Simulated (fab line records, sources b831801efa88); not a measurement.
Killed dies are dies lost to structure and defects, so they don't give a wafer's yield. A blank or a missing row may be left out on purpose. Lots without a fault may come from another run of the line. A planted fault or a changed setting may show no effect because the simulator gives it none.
fab line records | flow sky130
record lots=6 wafers=18 last_day=50
route steps=708 shown VT_ADJUST_LVTN@116 VT_ADJUST_NCORE@119 VT_ADJUST_HVTR@131 PAD_OPEN@708
lots that met no fault: from a run of the same line without faults
start_h: hours from the record's first day to the start of the lot's first wafer shown | wait_h: hours since the lot's step before | " the same as in the row above | L1.1+2: a row that stands for several wafers | - no value, or no start given | * or withheld: withheld | < > ~ a bound
route shown NAME@n: a module of which the file shows steps, and the number in the route of the first | usual: mean/standard deviation of fault-free wafers | same: alike in all rows | chamber/n: place in a boat | sites: the reading at each site | _std_site: their standard deviation | _edge_site: outer sites' mean less inner sites' | radius_mm: how far each site lies from the wafer's centre | mask NAME#n: copy n | behind: the tool/chamber that last shaped the wafer | hold: why the lot was held/for how many hours/how that ended | device: the transistor (n, p or np) that didn't switch | end of line: the same wafers' tests at the end of the route | a step without rows: its recipe alone | killed: dies lost to structure and defects at the first sort, not the wafer's yield | map: a wafer's dies, x killed, . not, _ none there
set.NAME: the setting as run; set.NAME@STEP: as run at that earlier step | model.NAME: the simulator's own value behind a step, which no gauge read
lots at some steps of the route; a table a step, a row a wafer
services: from which hour (start_h, from the record's first day; less than 0 if before it) a tool's chamber was out of use, for how many hours, and why
## steps
# step SKY_VT_ADJUST_LVTN_IMPLANT_19
# recipe species=B energy_kev=30 dose_cm2=6.5e+11 tilt_deg=withheld
# step SKY_VT_ADJUST_LVTN_STRIP_20
# recipe chemistry=O2/N2 power_w=1400 pressure_mtorr=1500 platen_temp_c=withheld o2_flow_sccm=3000 n2_flow_sccm=300 overash_fraction=0.5
# usual drypump_motor_current_A=6.03/0.21 oes_product_au=0.716/0.0046 strip_time_to_endpoint_s=14.17/0.033
# columns lot.wafer tool chamber start_h wait_h drypump_motor_current_A oes_product_au rf_hours_counter_h strip_time_to_endpoint_s
L924.1 plasma_asher-04 1 179.60 0.1 5.66 0.709 6 14.16
L924.5 " 0 " " 6.08 0.711 - 14.14
L924.6 " 1 " " 5.64 0.716 - 14.16
L931.1 plasma_asher-04 1 227.56 0.1 5.65 0.704 11 14.16
L931.4 " 1 " " 5.64 0.712 - 14.20
L931.6 " 1 " " 5.67 0.706 - 14.18
L937.3 plasma_asher-02 1 269.70 0.1 6.27 0.724 - 14.14
L937.4 " 0 " " 5.98 0.724 - 14.21
L937.6 " 0 " " 6.04 0.714 - 14.19
L939.2 plasma_asher-02 1 287.18 0.1 6.24 0.717 61 14.19
L939.3 " 1 " " 6.26 0.714 - 14.21
L939.6 " 0 " " 5.99 0.718 - 14.19
L940.1 plasma_asher-01 1 291.61 0.1 6.24 0.716 45 14.12
L940.2 " 0 " " 6.17 0.704 45 14.17
L940.6 " 0 " " 6.14 0.718 - 14.12
L944.2 plasma_asher-04 0 316.73 0.1 6.10 0.713 19 14.19
L944.4 " 1 " " 5.66 0.720 - 14.19
L944.5 " 1 " " 5.65 0.713 - 14.17
# step SKY_VT_ADJUST_LVTN_TW_MEAS_21
# usual VT_ADJUST_LVTN_2_TW=187.8/1.5
# columns lot.wafer tool chamber start_h wait_h VT_ADJUST_LVTN_2_TW
L924.1 film_metro-04 - 179.70 0.1 189.5
L924.5 " - " " 189.6
L924.6 " - " " 189.6
L931.1 film_metro-01 - 227.66 0.1 185.6
L931.4 " - " " 185.8
L931.6 " - " " 186.1
L937.3 film_metro-04 - 269.78 0.1 187.4
L937.4 " - " " 187.5
L937.6 " - " " 187.4
L939.2 film_metro-04 - 287.29 0.1 187.2
L939.3 " - " " 186.5
L939.6 " - " " 187.4
L940.1 film_metro-01 - 291.71 0.1 185.6
L940.2 " - " " 186.7
L940.6 " - " " 186.9
L944.2 film_metro-01 - 316.84 0.1 186.1
L944.4 " - " " 187.5
L944.5 " - " " 186.4
# step SKY_VT_ADJUST_NCORE_DEHYDRATE_00
# recipe temp_c=200 time_s=60
# step SKY_VT_ADJUST_NCORE_HMDS_01
# recipe prime_time_s=60 prime_temp_c=120
# step SKY_VT_ADJUST_NCORE_COAT_02
# recipe resist=NOVOLAK spin_rpm=3000 resist_thk_nm=1140
# step SKY_VT_ADJUST_NCORE_SOFTBAKE_03
# recipe temp_c=90 time_s=60 resist=NOVOLAK
# step SKY_VT_ADJUST_NCORE_EXPOSE_04
# recipe mask_id=LVTN_COMPLEMENT_THIN na=0.6 source_shape=conventional sigma_outer=0.6 polarization=unpolarized target_cd_nm=380 dose_mj=139
# step SKY_VT_ADJUST_NCORE_PEB_05
# recipe temp_c=withheld time_s=* resist=NOVOLAK
# step SKY_VT_ADJUST_NCORE_DEVELOP_06
# recipe resist=NOVOLAK developer=TMAH develop_time_s=60 dev_temp_c=23
# step SKY_VT_ADJUST_NCORE_CD_MEAS_07
# recipe target_cd_nm=380
# usual cd_nm=380.5/2.2
# columns lot.wafer tool chamber start_h wait_h cd_nm
L924.1 cd_sem-02 - 200.69 0.1 380.6
L924.5 " - " " 381.0
L924.6 " - " " 384.8
L931.1 cd_sem-01 - 250.39 0.1 384.8
L931.4 " - " " 383.0
L931.6 " - " " 382.1
L937.3 cd_sem-02 - 293.65 0.1 381.1
L937.4 " - " " 378.8
L937.6 " - " " 382.2
L939.2 cd_sem-01 - 311.43 0.1 385.9
L939.3 " - " " 383.6
L939.6 " - " " 383.1
L940.1 cd_sem-02 - 316.56 0.1 380.1
L940.2 " - " " 383.2
L940.6 " - " " 384.9
L944.2 cd_sem-02 - 343.64 0.1 383.8
L944.4 " - " " 381.4
L944.5 " - " " 380.9
# step SKY_VT_ADJUST_NCORE_OVL_MEAS_08
# usual VT_ADJUST_NCORE_OVL=0.0/1.3
# columns lot.wafer tool chamber start_h wait_h VT_ADJUST_NCORE_OVL[nm]
L924.1 overlay-02 - 200.81 0.1 -1.7
L924.5 " - " " -3.4
L924.6 " - " " -1.4
L931.1 overlay-01 - 250.51 0.1 -1.2
L931.4 " - " " -0.9
L931.6 " - " " 0.3
L937.3 overlay-01 - 293.74 0.1 2.1
L937.4 " - " " 0.3
L937.6 " - " " -0.8
L939.2 overlay-01 - 311.54 0.1 1.8
L939.3 " - " " -1.0
L939.6 " - " " 1.9
L940.1 overlay-02 - 316.68 0.1 1.0
L940.2 " - " " -0.3
L940.6 " - " " 0.3
L944.2 overlay-01 - 343.75 0.1 -0.4
L944.4 " - " " 1.6
L944.5 " - " " 1.2
# step SKY_VT_ADJUST_NCORE_IMPLANT_09
# recipe species=B energy_kev=10 dose_cm2=2.4e+12 tilt_deg=withheld
# usual beam_on_s=9.96/0.21 dose_ions_cm2=2.4001e+12/2.7e+09 faraday_current_uA=13.58/0.28
# columns lot.wafer tool chamber start_h wait_h beam_on_s dose_ions_cm2 faraday_current_uA
L924.1 implanter-01 0 200.85 0.0 9.92 2.3963e+12 13.64
L924.5 " 0 " " 9.98 2.3992e+12 13.52
L924.6 " 0 " " 9.91 2.3957e+12 13.68
L931.1 implanter-03 0 250.55 0.0 9.74 2.3995e+12 13.85
L931.4 " 0 " " 9.97 2.3963e+12 13.57
L931.6 " 0 " " 9.76 2.3996e+12 13.78
L937.3 implanter-01 0 293.82 0.1 10.25 4.819e+11 2.65
L937.4 " 0 " " 10.26 4.798e+11 2.65
L937.6 " 0 " " 9.93 4.802e+11 2.73
L939.2 implanter-01 0 311.59 0.0 10.13 4.844e+11 2.68
L939.3 " 0 " " 9.93 4.825e+11 2.74
L939.6 " 0 " " 9.84 4.806e+11 2.75
L940.1 implanter-02 0 316.72 0.0 10.27 2.4006e+12 13.22
L940.2 " 0 " " 9.84 2.3954e+12 13.70
L940.6 " 0 " " 9.84 2.3981e+12 13.78
L944.2 implanter-02 0 343.80 0.0 9.63 2.3981e+12 14.00
L944.4 " 0 " " 9.38 2.3962e+12 14.36
L944.5 " 0 " " 9.83 2.3984e+12 13.72
# step SKY_VT_ADJUST_NCORE_STRIP_10
# recipe chemistry=O2/N2 power_w=1400 pressure_mtorr=1500 platen_temp_c=withheld o2_flow_sccm=3000 n2_flow_sccm=300 overash_fraction=0.5
# usual drypump_motor_current_A=5.99/0.27 oes_product_au=0.716/0.005 strip_time_to_endpoint_s=14.18/0.037
# columns lot.wafer tool chamber start_h wait_h drypump_motor_current_A oes_product_au rf_hours_counter_h strip_time_to_endpoint_s
L924.1 plasma_asher-01 0 201.00 0.1 6.18 0.714 38 14.24
L924.5 " 0 " " 6.15 0.713 - 14.25
L924.6 " 1 " " 6.20 0.716 - 14.25
L931.1 plasma_asher-03 1 250.70 0.1 5.52 0.712 56 14.19
L931.4 " 1 " " 5.55 0.723 - 14.18
L931.6 " 1 " " 5.51 0.716 - 14.20
L937.3 plasma_asher-04 1 293.95 0.1 5.66 0.719 - 14.13
L937.4 " 0 " " 6.07 0.722 - 14.11
L937.6 " 0 " " 6.06 0.714 - 14.12
L939.2 plasma_asher-03 0 311.72 0.1 6.15 0.703 62 14.20
L939.3 " 0 " " 6.13 0.723 - 14.17
L939.6 " 1 " " 5.49 0.716 - 14.19
L940.1 plasma_asher-03 1 316.87 0.1 5.55 0.724 63 14.15
L940.2 " 0 " " 6.13 0.705 63 14.19
L940.6 " 0 " " 6.16 0.715 - 14.17
L944.2 plasma_asher-01 0 343.93 0.1 6.17 0.723 50 14.17
L944.4 " 1 " " 6.25 0.718 - 14.21
L944.5 " 0 " " 6.14 0.721 - 14.27
# step SKY_VT_ADJUST_NCORE_TW_MEAS_11
# usual VT_ADJUST_NCORE_TW=218.1/1.9
# columns lot.wafer tool chamber start_h wait_h VT_ADJUST_NCORE_TW
L924.1 film_metro-02 - 201.10 0.1 216.9
L924.5 " - " " 216.2
L924.6 " - " " 216.8
L931.1 film_metro-03 - 250.80 0.1 220.6
L931.4 " - " " 220.0
L931.6 " - " " 220.3
L937.3 film_metro-03 - 294.04 0.1 141.3
L937.4 " - " " 141.5
L937.6 " - " " 141.4
L939.2 film_metro-03 - 311.83 0.1 142.1
L939.3 " - " " 141.2
L939.6 " - " " 140.4
L940.1 film_metro-02 - 316.97 0.1 214.3
L940.2 " - " " 213.9
L940.6 " - " " 214.2
L944.2 film_metro-03 - 344.04 0.1 221.4
L944.4 " - " " 221.7
L944.5 " - " " 220.9
# step SKY_VT_ADJUST_HVTR_DEHYDRATE_00
# recipe temp_c=200 time_s=60
# step SKY_PAD_OPEN_PROBE_99
# usual killed_at_M0_to_M3=42/6.1 killed_at_M4_up=3.1/1.7 killed_at_contacts=24/5.5 killed_at_front_end=16/4.1 killed_at_other=0.3/0.57 killed_dies=86/8.2 killed_open=47/6.8 killed_short=38/5.8
# same gross_dies=492 killed_at_back_side=0
# columns lot.wafer tool chamber start_h wait_h killed_at_M0_to_M3 killed_at_M4_up killed_at_contacts killed_at_front_end killed_at_other killed_dies killed_open killed_short model.etest.nfet_16v.r_on_ohm_um model.etest.pfet_16v.r_on_ohm_um model.etest.pfet_g5v0d10v5.r_on_ohm_um model.etest.tip_p.rs_ohm_sq model.etest.pfet_01v8.r_on_ohm_um model.etest.res_pwell_under_gate.rs_ohm_sq model.etest.nfet_g5v0d10v5.r_on_ohm_um model.etest.tip_p_5v.rs_ohm_sq
L924.1 prober-01 - 1095.60 0.1 48 1 20 16 0 85 50 35 1.387e+04 1.557e+04 4692 6834 2807 2296 1845 2898
L924.5 prober-01 - 1095.80 0.2 51 7 27 18 0 103 51 52 1.422e+04 1.555e+04 4828 6827 2893 2295 1867 2923
L924.6 prober-01 - 1095.85 0.2 41 2 27 17 0 87 47 40 1.391e+04 1.514e+04 4779 6826 3011 2280 1881 2905
L931.1 prober-02 - 1129.69 0.1 46 5 15 18 0 84 51 33 1.423e+04 1.559e+04 4761 6827 2800 2317 1880 2878
L931.4 prober-02 - 1129.84 0.2 60 2 21 16 0 99 61 38 1.4e+04 1.527e+04 4740 6808 2884 2278 1876 2872
L931.6 prober-02 - 1129.94 0.2 42 3 16 20 1 82 36 46 1.398e+04 1.511e+04 4791 6800 2932 2297 1886 2893
L937.3 prober-02 - 1164.93 0.2 39 6 21 19 0 85 51 34 1.15e+04 1.798e+04 5747 7590 3227 2564 1656 3050
L937.4 prober-02 - 1164.98 0.2 49 4 25 18 1 97 61 35 1.153e+04 1.738e+04 5871 7529 3307 2549 1677 3050
L937.6 prober-02 - 1165.08 0.2 29 2 28 17 0 76 41 34 1.163e+04 1.885e+04 5733 7526 3254 2574 1658 3047
L939.2 prober-02 - 1176.54 0.1 44 1 28 13 0 86 48 38 1.139e+04 1.751e+04 5834 7559 3300 2559 1671 3034
L939.3 prober-02 - 1176.59 0.2 49 5 26 13 0 93 43 49 1.154e+04 1.759e+04 5842 7563 3214 2568 1644 3049
L939.6 prober-02 - 1176.74 0.2 40 2 16 20 0 78 40 38 1.146e+04 1.758e+04 5849 7578 3250 2550 1677 3045
L940.1 prober-01 - 1179.39 0.1 44 4 15 19 0 82 54 28 1.409e+04 1.514e+04 4736 6778 2808 2287 1894 2850
L940.2 prober-01 - 1179.44 0.1 48 3 31 17 0 99 43 56 1.401e+04 1.55e+04 4774 6833 2821 2287 1898 2866
L940.6 prober-01 - 1179.64 0.2 40 1 29 13 0 83 47 36 1.399e+04 1.525e+04 4755 6780 2861 2287 1880 2863
L944.2 prober-01 - 1196.86 0.1 40 3 21 11 0 75 39 36 1.402e+04 1.525e+04 4785 6936 2834 2282 1872 2879
L944.4 prober-01 - 1196.96 0.2 36 1 24 12 2 75 49 25 1.392e+04 1.519e+04 4760 6967 2815 2273 1873 2867
L944.5 prober-01 - 1197.01 0.2 40 5 19 21 0 85 50 34 1.412e+04 1.503e+04 4813 6964 2841 2285 1871 2862
# killed by level:class
L924.1 VIA1:geometric_particle:open=14 VIA2:geometric_particle:open=9 VIA3:geometric_particle:open=5 LOCAL_INTERCONNECT:geometric_particle:short=5 POLY_GATE:geometric_particle:open=5 LI_CONTACT:geometric_particle:open=5 METAL1:geometric_particle:short=5 FIELD_ISO:geometric_particle:open=4
L924.5 VIA1:geometric_particle:open=12 VIA2:geometric_particle:open=10 LI_CONTACT:geometric_particle:open=9 POLY_GATE:geometric_particle:short=7 LOCAL_INTERCONNECT:geometric_particle:short=7 METAL1:geometric_particle:short=7 METAL2:geometric_particle:short=6 METAL4:geometric_particle:short=6
L924.6 VIA1:geometric_particle:open=10 CONTACT:geometric_particle:open=9 LI_CONTACT:geometric_particle:open=6 VIA2:geometric_particle:open=6 LOCAL_INTERCONNECT:geometric_particle:short=5 FIELD_ISO:geometric_particle:open=4 POLY_GATE:geometric_particle:short=4 METAL2:geometric_particle:short=4
L931.1 VIA2:geometric_particle:open=10 VIA1:geometric_particle:open=7 VIA3:geometric_particle:open=6 VIA1:geometric_particle:short=6 POLY_GATE:geometric_particle:open=5 LI_CONTACT:geometric_particle:open=5 METAL1:geometric_particle:short=4 CONTACT:geometric_particle:open=4
L931.4 VIA3:geometric_particle:open=13 VIA1:geometric_particle:open=12 VIA2:geometric_particle:open=9 LI_CONTACT:geometric_particle:open=8 METAL2:geometric_particle:short=7 METAL1:geometric_particle:short=5 VIA2:geometric_particle:short=5 POLY_GATE:geometric_particle:open=4
L931.6 VIA1:geometric_particle:open=10 SPACER:geometric_particle:short=7 CONTACT:geometric_particle:short=6 LI_CONTACT:geometric_particle:open=5 VIA1:geometric_particle:short=5 VIA2:geometric_particle:open=5 METAL2:geometric_particle:short=5 VIA3:geometric_particle:open=5
L937.3 VIA1:geometric_particle:open=15 LI_CONTACT:geometric_particle:open=7 CONTACT:geometric_particle:open=6 VIA3:geometric_particle:open=6 LOCAL_INTERCONNECT:geometric_particle:short=5 VIA1:geometric_particle:short=5 VIA2:geometric_particle:open=5 METAL4:geometric_particle:short=5
L937.4 VIA1:geometric_particle:open=22 CONTACT:geometric_particle:open=11 FIELD_ISO:geometric_particle:short=7 LOCAL_INTERCONNECT:geometric_particle:short=5 VIA3:geometric_particle:open=5 VIA2:geometric_particle:open=5 CONTACT:geometric_particle:short=4 FIELD_ISO:geometric_particle:open=3
L937.6 LI_CONTACT:geometric_particle:open=8 CONTACT:geometric_particle:open=7 VIA1:geometric_particle:open=6 LOCAL_INTERCONNECT:geometric_particle:short=5 POLY_GATE:geometric_particle:short=4 POLY_GATE:geometric_particle:open=4 METAL2:geometric_particle:short=4 VIA2:geometric_particle:short=4
L939.2 VIA2:geometric_particle:open=12 LI_CONTACT:geometric_particle:open=10 VIA1:geometric_particle:open=10 LI_CONTACT:geometric_particle:short=6 CONTACT:geometric_particle:short=6 VIA1:geometric_particle:short=5 VIA3:geometric_particle:open=5 FIELD_ISO:geometric_particle:short=4
L939.3 VIA1:geometric_particle:open=9 METAL1:geometric_particle:short=8 CONTACT:geometric_particle:short=8 VIA2:geometric_particle:open=8 VIA3:geometric_particle:open=7 LI_CONTACT:geometric_particle:open=6 CONTACT:geometric_particle:open=6 FIELD_ISO:geometric_particle:short=4
L939.6 CONTACT:geometric_particle:open=8 METAL2:geometric_particle:short=6 VIA3:geometric_particle:open=5 VIA2:geometric_particle:open=5 FIELD_ISO:geometric_particle:short=4 VIA1:geometric_particle:open=4 POLY_GATE:geometric_particle:open=4 LI_CONTACT:geometric_particle:open=4
L940.1 VIA1:geometric_particle:open=10 VIA2:geometric_particle:open=8 CONTACT:geometric_particle:open=7 POLY_GATE:geometric_particle:open=6 METAL1:geometric_particle:short=6 VIA3:geometric_particle:open=6 LI_CONTACT:geometric_particle:open=4 POLY_GATE:geometric_particle:short=3
L940.2 VIA1:geometric_particle:open=12 VIA1:geometric_particle:short=11 LI_CONTACT:geometric_particle:open=7 LI_CONTACT:geometric_particle:short=7 METAL2:geometric_particle:short=7 CONTACT:geometric_particle:open=7 LOCAL_INTERCONNECT:geometric_particle:short=6 FIELD_ISO:geometric_particle:short=5
L940.6 CONTACT:geometric_particle:open=11 VIA1:geometric_particle:open=10 LI_CONTACT:geometric_particle:open=8 METAL1:geometric_particle:short=6 CONTACT:geometric_particle:short=6 VIA3:geometric_particle:open=6 VIA1:geometric_particle:short=5 METAL2:geometric_particle:short=4
L944.2 VIA1:geometric_particle:open=11 CONTACT:geometric_particle:open=7 METAL2:geometric_particle:short=6 LI_CONTACT:geometric_particle:open=5 VIA3:geometric_particle:short=5 POLY_GATE:geometric_particle:short=4 LI_CONTACT:geometric_particle:short=4 LOCAL_INTERCONNECT:geometric_particle:short=3
L944.4 CONTACT:geometric_particle:open=14 VIA2:geometric_particle:open=11 VIA1:geometric_particle:open=9 FIELD_ISO:geometric_particle:open=5 LI_CONTACT:geometric_particle:short=5 VIA3:geometric_particle:open=4 CONTACT:geometric_particle:short=3 METAL2:geometric_particle:short=3
L944.5 VIA1:geometric_particle:open=10 POLY_GATE:geometric_particle:open=9 VIA2:geometric_particle:open=8 VIA3:geometric_particle:open=6 LI_CONTACT:geometric_particle:open=6 POLY_GATE:geometric_particle:short=4 LI_CONTACT:geometric_particle:short=4 CONTACT:geometric_particle:short=4
## services
# columns tool chamber start_h hours kind
plasma_asher-03 - 179.16 2.8 pm
plasma_asher-01 - 220.76 3.0 repair
plasma_asher-01 - 224.83 7.1 repair
plasma_asher-03 - 225.74 1.0 repair
plasma_asher-04 - 241.70 0.8 repair
plasma_asher-04 - 244.04 2.2 repair
implanter-02 - 253.92 8.9 repair
implanter-01 - 254.75 2.0 repair
implanter-02 - 257.76 1.3 repair
implanter-03 - 258.76 3.2 repair
plasma_asher-01 - 272.56 7.7 repair
implanter-02 - 277.41 7.2 repair
plasma_asher-01 - 287.62 1.7 repair
plasma_asher-04 - 303.07 7.8 repair
## key
first_sign step=SKY_VT_ADJUST_NCORE_IMPLANT_09 reading=dose_ions_cm2 direction=down sigmas=99+ usual=* struck=*
effect step=SKY_VT_ADJUST_NCORE_IMPLANT_09 reading=faraday_current_uA direction=down sigmas=39 usual=13.58 struck=2.70
effect step=SKY_VT_ADJUST_NCORE_TW_MEAS_11 reading=VT_ADJUST_NCORE_TW direction=down sigmas=40 usual=218.1 struck=141.3
model_effect step=SKY_PAD_OPEN_PROBE_99 value=etest.nfet_16v.r_on_ohm_um without=1.415e+04 struck=1.151e+04
met_at SKY_VT_ADJUST_NCORE_IMPLANT_09
struck_wafers L937.3,L937.4,L937.6,L939.2,L939.3,L939.6
tester_left_out L937,L939
onset_between 200.85 293.82
fault kind=process_parameter_drift tool=implanter-01 chamber=- onset_h=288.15 steps=SKY_VT_ADJUST_NCORE_IMPLANT_09 channel=dose_cm2 offset=* shape=step end_h=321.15 acts_in=* stated=*
# tester_left_out: of these lots the tester's yield and bins aren't shown, on N5 and GAA mostly nor the transistor test; their killed dies are dies lost to structure and defects alone, not to doping, threshold or leakage, so they don't give the yield
